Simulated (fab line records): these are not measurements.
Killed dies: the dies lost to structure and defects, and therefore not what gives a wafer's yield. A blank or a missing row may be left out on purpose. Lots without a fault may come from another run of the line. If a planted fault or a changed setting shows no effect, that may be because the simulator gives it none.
fab line records + flow sky130
record:
- lots: 12
- wafers: 36
- last-day: 50
route steps=708 shown VT_ADJUST_NCORE@129 VT_ADJUST_PCH@152 SONOS_ONO@183 GATE_OXIDE@199 PAD_OPEN@708
lots untouched by any fault: they come from a run of this same line in which no faults occurred
start-h: start of the lot's first displayed wafer, in hours after the record's first day + wait-h: hours since the lot's step before + " as in the row above + L1.1+2: a single row standing in for several wafers + - value missing, or start not given + * or withheld: withheld + < > ~ a bound
route shown NAME@n: names a module that has steps shown in the file, with the first one's number in the route + usual: average and standard deviation across the fault-free wafers + same: alike in all rows + chamber/n: place in a boat + sites: per-site readings + _std_site: the standard deviation of these + _edge_site: outer sites' mean less inner sites' + radius-mm: for every site, how far away it sits from the centre of the wafer + mask NAME#n: copy n + behind: the most recent tool/chamber to have shaped the wafer + hold: why the lot went on hold/how many hours it stayed there/how the hold came to an end + device: names the non-switching transistor (n, p or np) + end of line: at the end of the route, the tests of the same wafers + where a step has no rows: the recipe by itself + killed: the dies lost at the first sort to structure and to defects; this is not the yield of the wafer + map: a wafer's dies, x killed, . not, _ none there
set.NAME: the setting that was run; set.NAME@STEP: the one run at that earlier step + model.NAME: the simulator's own value behind a step, which no gauge read
the route's steps for a sample of lots (tables are steps, rows are wafers)
services: a tool's chamber out of use, with start hour (start-h, from the record's first day; less than 0 if before it), hours out, and reason
== steps ==
step: SKY_VT_ADJUST_NCORE_STRIP_10
recipe:
- chemistry: O2/N2
- power-w: 1400
- pressure-mtorr: 1500
- platen-temp-c: withheld
- o2-flow-sccm: 3000
- n2-flow-sccm: 300
- overash-fraction: 0.5
usual:
- drypump-motor-current-A: 5.3/0.31
- oes-product-au: 0.715/0.0048
- strip-time-to-endpoint-s: 14.19/0.042
| lot.wafer | tool            | chamber | start-h | wait-h | drypump-motor-current-A | oes-product-au | rf-hours-counter-h | strip-time-to-endpoint-s |
|-----------|-----------------|---------|---------|--------|-------------------------|----------------|--------------------|--------------------------|
| L521.1    | plasma-asher-04 | 1       | 193.10  | 0.1    | 4.9                     | 0.716          | 7                  | 14.22                    |
| L521.4    | "               | 1       | "       | "      | 4.9                     | 0.713          | -                  | 14.22                    |
| L521.6    | "               | 1       | "       | "      | 4.9                     | 0.708          | -                  | 14.22                    |
| L524.2    | plasma-asher-04 | 1       | 204.85  | 0.1    | 4.9                     | 0.710          | 9                  | 14.20                    |
| L524.3    | "               | 0       | "       | "      | 5.5                     | 0.715          | -                  | 14.23                    |
| L524.5    | "               | 0       | "       | "      | 5.5                     | 0.710          | -                  | 14.23                    |
| L528.1    | plasma-asher-01 | 0       | 231.60  | 0.1    | 5.5                     | 0.713          | 54                 | 14.20                    |
| L528.2    | "               | 1       | "       | "      | 5.3                     | 0.712          | 54                 | 14.20                    |
| L528.3    | "               | 1       | "       | "      | 5.3                     | 0.718          | -                  | 14.17                    |
| L529.1    | plasma-asher-02 | 1       | 239.95  | 0.1    | 5.9                     | 0.712          | 54                 | 14.18                    |
| L529.3    | "               | 0       | "       | "      | 5.2                     | 0.716          | -                  | 14.15                    |
| L529.6    | "               | 0       | "       | "      | 5.2                     | 0.709          | -                  | 14.19                    |
| L530.1    | plasma-asher-04 | 1       | 249.15  | 0.1    | 4.9                     | 0.717          | 13                 | 14.20                    |
| L530.2    | "               | 0       | "       | "      | 5.5                     | 0.721          | 13                 | 14.20                    |
| L530.4    | "               | 0       | "       | "      | 5.5                     | 0.722          | -                  | 14.24                    |
| L533.2    | plasma-asher-04 | 1       | 270.23  | 0.1    | 4.9                     | 0.710          | 15                 | 14.13                    |
| L533.5    | "               | 0       | "       | "      | 5.5                     | 0.715          | -                  | 14.19                    |
| L533.6    | "               | 1       | "       | "      | 4.9                     | 0.716          | -                  | 14.15                    |
| L534.3    | plasma-asher-04 | 0       | 276.07  | 0.1    | 5.5                     | 0.716          | -                  | 14.17                    |
| L534.4    | "               | 1       | "       | "      | 4.9                     | 0.718          | -                  | 14.16                    |
| L534.5    | "               | 1       | "       | "      | 4.9                     | 0.722          | -                  | 14.16                    |
| L536.1    | plasma-asher-02 | 0       | 290.25  | 0.1    | 5.2                     | 0.711          | 59                 | 14.16                    |
| L536.3    | "               | 0       | "       | "      | 5.2                     | 0.709          | -                  | 14.14                    |
| L536.5    | "               | 0       | "       | "      | 5.2                     | 0.722          | -                  | 14.18                    |
| L538.3    | plasma-asher-04 | 1       | 302.57  | 0.1    | 4.9                     | 0.724          | -                  | 14.14                    |
| L538.4    | "               | 0       | "       | "      | 5.5                     | 0.721          | -                  | 14.12                    |
| L538.6    | "               | 1       | "       | "      | 4.9                     | 0.719          | -                  | 14.12                    |
| L539.1    | plasma-asher-01 | 1       | 309.25  | 0.1    | 5.3                     | 0.719          | 61                 | 14.24                    |
| L539.2    | "               | 0       | "       | "      | 5.4                     | 0.713          | 61                 | 14.20                    |
| L539.3    | "               | 0       | "       | "      | 5.4                     | 0.717          | -                  | 14.23                    |
| L543.2    | plasma-asher-01 | 0       | 341.73  | 0.1    | 5.4                     | 0.721          | 64                 | 14.18                    |
| L543.4    | "               | 0       | "       | "      | 5.4                     | 0.713          | -                  | 14.24                    |
| L543.6    | "               | 0       | "       | "      | 5.4                     | 0.717          | -                  | 14.18                    |
| L544.3    | plasma-asher-04 | 1       | 350.12  | 0.1    | 4.9                     | 0.713          | -                  | 14.23                    |
| L544.5    | "               | 0       | "       | "      | 5.5                     | 0.719          | -                  | 14.18                    |
| L544.6    | "               | 1       | "       | "      | 4.9                     | 0.714          | -                  | 14.13                    |
step: SKY_VT_ADJUST_PCH_STRIP_09
recipe:
- chemistry: O2/N2
- power-w: 1400
- pressure-mtorr: 1500
- platen-temp-c: withheld
- o2-flow-sccm: 3000
- n2-flow-sccm: 300
- overash-fraction: 0.5
usual:
- drypump-motor-current-A: 5.5/0.46
- oes-product-au: 0.723/0.0046
- strip-time-to-endpoint-s: 36.93/0.13
| lot.wafer | tool            | chamber | start-h | wait-h | drypump-motor-current-A | oes-product-au | rf-hours-counter-h | strip-time-to-endpoint-s |
|-----------|-----------------|---------|---------|--------|-------------------------|----------------|--------------------|--------------------------|
| L521.1    | plasma-asher-04 | 1       | 238.50  | 0.1    | 4.9                     | 0.725          | 12                 | 36.89                    |
| L521.4    | "               | 0       | "       | "      | 5.5                     | 0.734          | -                  | 36.92                    |
| L521.6    | "               | 0       | "       | "      | 5.5                     | 0.725          | -                  | 36.93                    |
| L524.2    | plasma-asher-02 | 1       | 250.98  | 0.1    | 5.9                     | 0.725          | 55                 | 37.03                    |
| L524.3    | "               | 0       | "       | "      | 5.2                     | 0.718          | -                  | 36.98                    |
| L524.5    | "               | 0       | "       | "      | 5.2                     | 0.721          | -                  | 37.10                    |
| L528.1    | plasma-asher-04 | 1       | 278.98  | 0.1    | 4.9                     | 0.717          | 16                 | 36.95                    |
| L528.2    | "               | 0       | "       | "      | 5.5                     | 0.713          | 16                 | 36.99                    |
| L528.3    | "               | 1       | "       | "      | 4.9                     | 0.724          | -                  | 37.03                    |
| L529.1    | plasma-asher-04 | 0       | 288.51  | 0.1    | 5.5                     | 0.719          | 17                 | 36.88                    |
| L529.3    | "               | 0       | "       | "      | 5.5                     | 0.719          | -                  | 36.72                    |
| L529.6    | "               | 1       | "       | "      | 4.9                     | 0.715          | -                  | 36.80                    |
| L530.1    | plasma-asher-04 | 1       | 298.68  | 0.1    | 4.9                     | 0.723          | 18                 | 37.04                    |
| L530.2    | "               | 0       | "       | "      | 5.5                     | 0.726          | 18                 | 36.99                    |
| L530.4    | "               | 0       | "       | "      | 5.5                     | 0.728          | -                  | 37.00                    |
| L533.2    | plasma-asher-03 | 1       | 319.55  | 0.1    | 6.2                     | 0.720          | 52                 | 36.90                    |
| L533.5    | "               | 1       | "       | "      | 6.2                     | 0.720          | -                  | 36.84                    |
| L533.6    | "               | 0       | "       | "      | 5.3                     | 0.720          | -                  | 36.96                    |
| L534.3    | plasma-asher-04 | 0       | 328.08  | 0.1    | 5.5                     | 0.718          | -                  | 36.92                    |
| L534.4    | "               | 1       | "       | "      | 4.9                     | 0.719          | -                  | 36.96                    |
| L534.5    | "               | 1       | "       | "      | 4.9                     | 0.722          | -                  | 36.99                    |
| L536.1    | plasma-asher-04 | 0       | 343.10  | 0.1    | 5.5                     | 0.724          | 23                 | 36.81                    |
| L536.3    | "               | 0       | "       | "      | 5.5                     | 0.731          | -                  | 36.82                    |
| L536.5    | "               | 0       | "       | "      | 5.5                     | 0.721          | -                  | 36.86                    |
| L538.3    | plasma-asher-03 | 0       | 355.86  | 0.1    | 5.3                     | 0.721          | -                  | 37.00                    |
| L538.4    | "               | 1       | "       | "      | 6.2                     | 0.722          | -                  | 37.11                    |
| L538.6    | "               | 1       | "       | "      | 6.2                     | 0.726          | -                  | 37.07                    |
| L539.1    | plasma-asher-03 | 1       | 362.40  | 0.1    | 6.2                     | 0.725          | 56                 | 36.97                    |
| L539.2    | "               | 0       | "       | "      | 5.3                     | 0.729          | 56                 | 37.02                    |
| L539.3    | "               | 1       | "       | "      | 6.2                     | 0.723          | -                  | 36.91                    |
| L543.2    | plasma-asher-02 | 1       | 397.53  | 0.1    | 5.9                     | 0.720          | 70                 | 36.83                    |
| L543.4    | "               | 1       | "       | "      | 5.9                     | 0.717          | -                  | 36.87                    |
| L543.6    | "               | 1       | "       | "      | 5.9                     | 0.724          | -                  | 36.94                    |
| L544.3    | plasma-asher-03 | 1       | 406.98  | 0.1    | 6.2                     | 0.717          | -                  | 36.89                    |
| L544.5    | "               | 0       | "       | "      | 5.2                     | 0.717          | -                  | 36.94                    |
| L544.6    | "               | 1       | "       | "      | 6.2                     | 0.723          | -                  | 36.81                    |
step: SKY_SONOS_ONO_ETCH_15
recipe:
- target-depth-nm: 19.52
- chemistry: CHF3/O2
- source-w: 600
- bias-w: 200
- pressure-mtorr: 40
- chf3-flow-sccm: 50
- O2_flow_sccm: 5
- time-s: 7.8
usual:
- chf3-flow-sccm: 49.99/0.15
- drypump-motor-current-A: 5.9/0.48
- oes-product-au: 1.006/0.0098
- rf-fwd-power-W: 587.9/2.9
- throttle-valve-pct: 8.825/0.0099
same:
- time-s: 7.8
| lot.wafer | tool        | chamber | start-h | wait-h | chf3-flow-sccm | drypump-motor-current-A | oes-product-au | rf-fwd-power-W | rf-hours-counter-h | throttle-valve-pct |
|-----------|-------------|---------|---------|--------|----------------|-------------------------|----------------|----------------|--------------------|--------------------|
| L521.1    | rie-diel-04 | 0       | 296.13  | 0.0    | 49.99          | 5.8                     | 1.008          | 586.5          | 123                | 8.821              |
| L521.4    | "           | 1       | "       | "      | 49.91          | 5.2                     | 1.014          | 589.6          | 99                 | 8.814              |
| L521.6    | "           | 2       | "       | "      | 49.82          | 6.2                     | 1.010          | 584.6          | -                  | 8.848              |
| L524.2    | rie-diel-04 | 1       | 314.23  | 0.0    | 49.83          | 5.2                     | 0.995          | 594.8          | 99                 | 8.820              |
| L524.3    | "           | 0       | "       | "      | 49.64          | 5.8                     | 1.024          | 587.2          | 124                | 8.827              |
| L524.5    | "           | 1       | "       | "      | 49.89          | 5.2                     | 1.005          | 591.4          | -                  | 8.834              |
| L528.1    | rie-diel-03 | 2       | 333.95  | 0.0    | 50.08          | 6.2                     | 1.004          | 587.7          | 114                | 8.842              |
| L528.2    | "           | 3       | "       | "      | 49.87          | 6.2                     | 0.993          | 584.8          | 1                  | 8.848              |
| L528.3    | "           | 0       | "       | "      | 50.07          | 5.3                     | 1.016          | 585.8          | 9                  | 8.844              |
| L529.1    | rie-diel-01 | 2       | 345.60  | 0.0    | 49.77          | 6.2                     | 1.022          | 585.2          | 5                  | 8.829              |
| L529.3    | "           | 0       | "       | "      | 50.26          | 6.7                     | 0.995          | 589.3          | 5                  | 8.814              |
| L529.6    | "           | 3       | "       | "      | 50.12          | 5.1                     | 1.007          | 588.9          | -                  | 8.838              |
| L530.1    | rie-diel-01 | 1       | 360.03  | 0.0    | 50.16          | 6.0                     | 0.995          | 583.9          | 21                 | 8.829              |
| L530.2    | "           | 2       | "       | "      | 49.98          | 6.1                     | 1.017          | 586.3          | 5                  | 8.830              |
| L530.4    | "           | 3       | "       | "      | 50.06          | 5.0                     | 1.001          | 589.9          | 7                  | 8.821              |
| L533.2    | rie-diel-01 | 0       | 383.40  | 0.0    | 49.96          | 6.6                     | 0.990          | 587.6          | 6                  | 8.813              |
| L533.5    | "           | 1       | "       | "      | 49.84          | 6.0                     | 1.003          | 586.3          | -                  | 8.824              |
| L533.6    | "           | 2       | "       | "      | 50.10          | 6.1                     | 1.023          | 588.5          | -                  | 8.829              |
| L534.3    | rie-diel-01 | 2       | 388.60  | 0.0    | 50.15          | 6.1                     | 1.014          | 585.9          | 5                  | 8.813              |
| L534.4    | "           | 2       | "       | "      | 50.28          | 6.2                     | 1.008          | 584.7          | -                  | 8.828              |
| L534.5    | "           | 3       | "       | "      | 49.98          | 5.1                     | 1.008          | 590.6          | -                  | 8.817              |
| L536.1    | rie-diel-04 | 1       | 405.03  | 0.0    | 49.95          | 5.2                     | 1.003          | 592.3          | 101                | 8.826              |
| L536.3    | "           | 3       | "       | "      | 49.92          | 6.0                     | 1.013          | 591.2          | 81                 | 8.828              |
| L536.5    | "           | 3       | "       | "      | 49.91          | 6.0                     | 1.011          | 591.8          | -                  | 8.826              |
| L538.3    | rie-diel-04 | 0       | 418.70  | 0.0    | 49.93          | 5.8                     | 1.000          | 588.5          | 1                  | 8.816              |
| L538.4    | "           | 3       | "       | "      | 49.81          | 6.0                     | 1.012          | 589.0          | 82                 | 8.816              |
| L538.6    | "           | 3       | "       | "      | 50.15          | 6.0                     | 1.013          | 590.0          | -                  | 8.841              |
| L539.1    | rie-diel-04 | 0       | 426.15  | 0.0    | 49.82          | 5.8                     | 0.999          | 585.7          | 1                  | 8.812              |
| L539.2    | "           | 2       | "       | "      | 49.99          | 6.2                     | 0.993          | 587.4          | 34                 | 8.818              |
| L539.3    | "           | 3       | "       | "      | 50.11          | 6.0                     | 1.012          | 590.7          | 82                 | 8.836              |
| L543.2    | rie-diel-03 | 3       | 464.55  | 0.0    | 50.02          | 6.2                     | 1.015          | 586.5          | 3                  | 8.817              |
| L543.4    | "           | 1       | "       | "      | 49.97          | 5.7                     | 0.992          | 591.1          | -                  | 8.826              |
| L543.6    | "           | 3       | "       | "      | 49.97          | 6.2                     | 1.001          | 585.8          | -                  | 8.836              |
| L544.3    | rie-diel-03 | 3       | 472.20  | 0.0    | 49.70          | 6.2                     | 1.003          | 587.7          | 3                  | 8.810              |
| L544.5    | "           | 1       | "       | "      | 50.07          | 5.7                     | 0.995          | 592.0          | -                  | 8.832              |
| L544.6    | "           | 2       | "       | "      | 49.97          | 6.2                     | 1.019          | 584.8          | -                  | 8.843              |
step: SKY_GATE_OXIDE_WET_ETCH_12
recipe:
- chemistry: dHF
- target-depth-nm: 16.8
- dry: n2-spin
- target: SiO2
- dilution: 100:1
- temp-c: 25
- time-s: 336
usual:
- run-length-s: 364/3.7
| lot.wafer | tool         | chamber | start-h | wait-h | run-length-s |
|-----------|--------------|---------|---------|--------|--------------|
| L521.1    | wet-bench-03 | 3       | 325.03  | 0.1    | 362          |
| L521.4    | "            | 3       | "       | "      | 362          |
| L521.6    | "            | 3       | "       | "      | 362          |
| L524.2    | wet-bench-02 | 0       | 342.75  | 0.1    | 367          |
| L524.3    | "            | 0       | "       | "      | 367          |
| L524.5    | "            | 0       | "       | "      | 367          |
| L528.1    | wet-bench-03 | 2       | 367.25  | 0.1    | 362          |
| L528.2    | "            | 2       | "       | "      | 362          |
| L528.3    | "            | 2       | "       | "      | 362          |
| L529.1    | wet-bench-04 | 2       | 379.05  | 0.1    | 360          |
| L529.3    | "            | 2       | "       | "      | 360          |
| L529.6    | "            | 2       | "       | "      | 360          |
| L530.1    | wet-bench-04 | 2       | 392.60  | 0.1    | 361          |
| L530.2    | "            | 2       | "       | "      | 361          |
| L530.4    | "            | 2       | "       | "      | 361          |
| L533.2    | wet-bench-03 | 1       | 413.83  | 0.1    | 362          |
| L533.5    | "            | 1       | "       | "      | 362          |
| L533.6    | "            | 1       | "       | "      | 362          |
| L534.3    | wet-bench-02 | 1       | 420.28  | 0.1    | 371          |
| L534.4    | "            | 1       | "       | "      | 371          |
| L534.5    | "            | 1       | "       | "      | 371          |
| L536.1    | wet-bench-02 | 1       | 438.05  | 0.1    | 364          |
| L536.3    | "            | 1       | "       | "      | 364          |
| L536.5    | "            | 1       | "       | "      | 364          |
| L538.3    | wet-bench-02 | 3       | 451.33  | 0.1    | 117          |
| L538.4    | "            | 3       | "       | "      | 117          |
| L538.6    | "            | 3       | "       | "      | 117          |
| L539.1    | wet-bench-02 | 3       | 460.38  | 0.1    | 123          |
| L539.2    | "            | 3       | "       | "      | 123          |
| L539.3    | "            | 3       | "       | "      | 123          |
| L543.2    | wet-bench-03 | 2       | 498.70  | 0.1    | 360          |
| L543.4    | "            | 2       | "       | "      | 360          |
| L543.6    | "            | 2       | "       | "      | 360          |
| L544.3    | wet-bench-04 | 3       | 504.88  | 0.1    | 370          |
| L544.5    | "            | 3       | "       | "      | 370          |
| L544.6    | "            | 3       | "       | "      | 370          |
step: SKY_PAD_OPEN_PROBE_99
usual:
- killed_at_M0_to_M3: 44/7.3
- killed_at_M4_up: 3.4/1.8
- killed-at-contacts: 24/5.8
- killed-at-front-end: 15/4.9
- killed-at-other: 0.4/0.63
- killed-dies: 86/11
- killed-on-rim: 17/3.8
- killed-open: 47/8
- killed-short: 39/6.5
same:
- gross-dies: 492
- killed-at-back-side: 0
| lot.wafer | tool      | chamber | start-h | wait-h | killed_at_M0_to_M3 | killed_at_M4_up | killed-at-contacts | killed-at-front-end | killed-at-other | killed-dies | killed-on-rim | killed-open | killed-short |
|-----------|-----------|---------|---------|--------|--------------------|-----------------|--------------------|---------------------|-----------------|-------------|---------------|-------------|--------------|
| L521.1    | prober-01 | -       | 1084.31 | 0.1    | 50                 | 2               | 29                 | 11                  | 2               | 94          | 27            | 55          | 39           |
| L521.4    | prober-01 | -       | 1084.46 | 0.2    | 50                 | 4               | 16                 | 10                  | 0               | 80          | 19            | 48          | 31           |
| L521.6    | prober-01 | -       | 1084.56 | 0.2    | 42                 | 7               | 33                 | 27                  | 0               | 109         | 18            | 59          | 50           |
| L528.1    | prober-01 | -       | 1118.93 | 0.1    | 49                 | 2               | 28                 | 16                  | 0               | 95          | 22            | 57          | 38           |
| L528.2    | prober-01 | -       | 1118.98 | 0.1    | 46                 | 4               | 25                 | 18                  | 0               | 93          | 20            | 60          | 33           |
| L528.3    | prober-01 | -       | 1119.03 | 0.2    | 37                 | 1               | 28                 | 8                   | 0               | 74          | 14            | 41          | 33           |
| L529.1    | prober-01 | -       | 1127.17 | 0.1    | 45                 | 2               | 25                 | 10                  | 1               | 83          | 8             | 40          | 43           |
| L529.3    | prober-01 | -       | 1127.27 | 0.2    | 46                 | 2               | 14                 | 11                  | 1               | 74          | 17            | 45          | 29           |
| L529.6    | prober-01 | -       | 1127.42 | 0.2    | 51                 | 2               | 31                 | 14                  | 0               | 98          | 23            | 59          | 39           |
| L533.2    | prober-01 | -       | 1150.50 | 0.1    | 37                 | 3               | 21                 | 11                  | 0               | 72          | 17            | 36          | 35           |
| L533.5    | prober-01 | -       | 1150.65 | 0.2    | 37                 | 3               | 21                 | 11                  | 1               | 73          | 11            | 38          | 35           |
| L533.6    | prober-01 | -       | 1150.70 | 0.2    | 45                 | 2               | 11                 | 16                  | 0               | 74          | 18            | 42          | 32           |
| L538.3    | prober-01 | -       | 1170.99 | 0.2    | 40                 | 3               | 23                 | 426                 | 0               | 492         | 96            | 50          | 43           |
| L538.4    | prober-01 | -       | 1171.04 | 0.2    | 43                 | 4               | 27                 | 415                 | 3               | 492         | 96            | 44          | 44           |
| L538.6    | prober-01 | -       | 1171.14 | 0.2    | 39                 | 7               | 31                 | 414                 | 1               | 492         | 96            | 48          | 42           |
| L539.1    | prober-01 | -       | 1177.35 | 0.1    | 50                 | 5               | 24                 | 412                 | 1               | 492         | 96            | 54          | 39           |
| L539.2    | prober-01 | -       | 1177.40 | 0.1    | 40                 | 2               | 24                 | 426                 | 0               | 492         | 96            | 46          | 35           |
| L539.3    | prober-01 | -       | 1177.45 | 0.2    | 54                 | 2               | 25                 | 411                 | 0               | 492         | 96            | 61          | 40           |
killed by level:class
L521.1 VIA1:geometric-particle:open=12 LI_CONTACT:geometric-particle:open=10 VIA3:geometric-particle:open=10 POLY_GATE:geometric-particle:open=6 VIA1:geometric-particle:short=6 VIA2:geometric-particle:open=6 LOCAL_INTERCONNECT:geometric-particle:short=5 CONTACT:geometric-particle:short=5
L521.4 VIA1:geometric-particle:open=16 CONTACT:geometric-particle:open=6 METAL1:geometric-particle:short=6 METAL2:geometric-particle:short=6 VIA2:geometric-particle:open=6 POLY_GATE:geometric-particle:open=5 LI_CONTACT:geometric-particle:open=5 VIA3:geometric-particle:open=5
L521.6 LI_CONTACT:geometric-particle:open=11 CONTACT:geometric-particle:open=10 VIA1:geometric-particle:open=8 METAL2:geometric-particle:short=7 VIA3:geometric-particle:open=7 POLY_GATE:geometric-particle:short=6 LOCAL_INTERCONNECT:geometric-particle:short=6 FIELD_ISO:geometric-particle:short=5
L528.1 VIA1:geometric-particle:open=11 LI_CONTACT:geometric-particle:open=9 CONTACT:geometric-particle:open=9 VIA3:geometric-particle:open=9 VIA1:geometric-particle:short=6 VIA2:geometric-particle:open=6 FIELD_ISO:geometric-particle:open=5 METAL1:geometric-particle:short=5
L528.2 CONTACT:geometric-particle:open=13 VIA1:geometric-particle:open=10 FIELD_ISO:geometric-particle:open=9 VIA3:geometric-particle:open=8 LI_CONTACT:geometric-particle:open=8 VIA2:geometric-particle:open=6 VIA1:geometric-particle:short=5 POLY_GATE:geometric-particle:short=4
L528.3 CONTACT:geometric-particle:open=9 LI_CONTACT:geometric-particle:open=8 VIA1:geometric-particle:open=7 VIA2:geometric-particle:open=6 METAL1:geometric-particle:short=6 FIELD_ISO:geometric-particle:short=4 VIA3:geometric-particle:open=4 LOCAL_INTERCONNECT:geometric-particle:short=4
L529.1 CONTACT:geometric-particle:open=9 VIA2:geometric-particle:open=6 VIA1:geometric-particle:short=6 VIA1:geometric-particle:open=6 METAL2:geometric-particle:short=6 LI_CONTACT:geometric-particle:open=5 VIA3:geometric-particle:short=5 VIA3:geometric-particle:open=5
L529.3 VIA3:geometric-particle:open=13 VIA2:geometric-particle:open=8 VIA1:geometric-particle:open=7 CONTACT:geometric-particle:open=6 FIELD_ISO:geometric-particle:short=5 METAL1:geometric-particle:short=5 LI_CONTACT:geometric-particle:open=3 METAL2:geometric-particle:short=3
L529.6 CONTACT:geometric-particle:open=16 VIA3:geometric-particle:open=12 VIA1:geometric-particle:open=8 LI_CONTACT:geometric-particle:open=7 VIA1:geometric-particle:short=7 VIA2:geometric-particle:open=6 POLY_GATE:geometric-particle:short=5 CONTACT:geometric-particle:short=4
L533.2 VIA1:geometric-particle:open=8 CONTACT:geometric-particle:open=6 VIA1:geometric-particle:short=6 VIA2:geometric-particle:open=6 LI_CONTACT:geometric-particle:open=5 METAL1:geometric-particle:short=5 POLY_GATE:geometric-particle:open=4 CONTACT:geometric-particle:short=4
L533.5 CONTACT:geometric-particle:open=9 VIA2:geometric-particle:open=9 LI_CONTACT:geometric-particle:open=7 VIA1:geometric-particle:short=7 POLY_GATE:geometric-particle:short=5 VIA1:geometric-particle:open=4 LI_CONTACT:geometric-particle:short=3 METAL1:geometric-particle:short=3
L533.6 VIA1:geometric-particle:open=10 VIA2:geometric-particle:open=9 VIA1:geometric-particle:short=7 VIA3:geometric-particle:open=6 CONTACT:geometric-particle:open=4 METAL2:geometric-particle:short=4 METAL3:geometric-particle:short=4 FIELD_ISO:geometric-particle:open=3
L538.3 GATE_OXIDE:area-etch=399 CONTACT:geometric-particle:open=9 VIA1:geometric-particle:open=9 POLY_GATE:geometric-particle:open=8 VIA2:geometric-particle:open=8 METAL2:geometric-particle:short=6 FIELD_ISO:geometric-particle:short=5 LOCAL_INTERCONNECT:geometric-particle:short=5
L538.4 GATE_OXIDE:area-etch=402 VIA1:geometric-particle:open=10 LI_CONTACT:geometric-particle:open=8 METAL2:geometric-particle:short=8 VIA1:geometric-particle:short=7 VIA2:geometric-particle:open=7 LOCAL_INTERCONNECT:geometric-particle:short=6 METAL1:geometric-particle:short=5
L538.6 GATE_OXIDE:area-etch=401 CONTACT:geometric-particle:open=10 LI_CONTACT:geometric-particle:open=9 VIA3:geometric-particle:open=7 METAL1:geometric-particle:short=7 LI_CONTACT:geometric-particle:short=6 VIA1:geometric-particle:short=6 VIA1:geometric-particle:open=6
L539.1 GATE_OXIDE:area-etch=399 VIA1:geometric-particle:open=12 CONTACT:geometric-particle:open=10 VIA2:geometric-particle:open=10 FIELD_ISO:geometric-particle:short=6 LI_CONTACT:geometric-particle:open=6 METAL1:geometric-particle:short=6 METAL1:geometric-particle:open=5
L539.2 GATE_OXIDE:area-etch=411 CONTACT:geometric-particle:open=11 VIA2:geometric-particle:open=10 VIA1:geometric-particle:open=7 LI_CONTACT:geometric-particle:open=6 METAL2:geometric-particle:short=6 FIELD_ISO:geometric-particle:short=4 LI_CONTACT:geometric-particle:short=4
L539.3 GATE_OXIDE:area-etch=391 CONTACT:geometric-particle:open=12 VIA1:geometric-particle:open=12 VIA3:geometric-particle:open=9 METAL1:geometric-particle:short=8 VIA1:geometric-particle:short=7 VIA2:geometric-particle:open=7 POLY_GATE:geometric-particle:short=6
== services ==
| tool            | chamber | start-h | hours | kind   |
|-----------------|---------|---------|-------|--------|
| plasma-asher-02 | -       | 172.03  | 2.8   | repair |
| rie-diel-04     | -       | 172.04  | 0.7   | repair |
| wet-bench-03    | -       | 176.07  | 1.0   | repair |
| rie-diel-01     | 0       | 194.86  | 6.6   | repair |
| rie-diel-04     | 1       | 199.66  | 7.5   | repair |
| rie-diel-04     | 1       | 220.03  | 4.0   | repair |
| wet-bench-03    | -       | 267.39  | 1.2   | repair |
| plasma-asher-03 | -       | 272.52  | 2.7   | repair |
| plasma-asher-03 | -       | 273.02  | 6.1   | repair |
| rie-diel-01     | 3       | 280.29  | 6.1   | repair |
| rie-diel-04     | -       | 289.54  | 0.3   | repair |
| rie-diel-04     | 3       | 296.80  | 2.3   | repair |
| rie-diel-04     | 2       | 317.20  | 3.0   | repair |
| plasma-asher-04 | -       | 318.06  | 2.7   | repair |
| plasma-asher-03 | -       | 328.90  | 1.2   | repair |
| rie-diel-01     | 2       | 331.54  | 1.7   | repair |
| plasma-asher-02 | -       | 359.23  | 0.4   | repair |
| rie-diel-01     | 0       | 388.06  | 1.6   | repair |
| rie-diel-04     | 3       | 392.81  | 2.3   | repair |
| rie-diel-04     | -       | 398.31  | 1.3   | repair |
| rie-diel-04     | 2       | 435.76  | 42.0  | repair |
| rie-diel-04     | 3       | 465.70  | 1.9   | repair |
| rie-diel-04     | 3       | 468.94  | 45.4  | repair |
| rie-diel-04     | 0       | 497.44  | 3.2   | repair |
== key ==
first-sign:
- step: SKY_GATE_OXIDE_WET_ETCH_12
- reading: run-length-s
- direction: down
- sigmas: 66
- usual: *
- struck: *
effect:
- step: SKY_PAD_OPEN_PROBE_99
- reading: killed-at-front-end
- direction: up
- sigmas: 83
- usual: 15
- struck: 417
more-kills-born-at:
- SKY_GATE_OXIDE_WET_ETCH_12@wet-bench-02: 2403
met-at SKY_GATE_OXIDE_WET_ETCH_12
struck-lots L538,L539
later-rows-left-out L538.3,L538.4,L538.6,L539.1,L539.2,L539.3
tester-left-out L538,L539
not-acting-at SKY_VT_ADJUST_NCORE_STRIP_10,SKY_VT_ADJUST_PCH_STRIP_09,SKY_SONOS_ONO_ETCH_15
onset-between 438.05 451.33
fault:
- kind: process-parameter-drift
- tool: wet-bench-02
- chamber: -
- onset-h: 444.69
- steps: SKY_GATE_OXIDE_WET_ETCH_12
- channel: time-s
- offset: *
- shape: step
- end-h: 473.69
- acts-in: *
- stated: *
tester-left-out: of these lots the tester's yield and bins aren't shown, on N5 and GAA mostly nor the transistor test; their killed dies are dies lost to structure and defects alone, not to doping, threshold or leakage, so they don't give the yield
later-rows-left-out: the simulator's readings of these wafers behind a module that went badly wrong aren't trusted and aren't shown, but for the sort
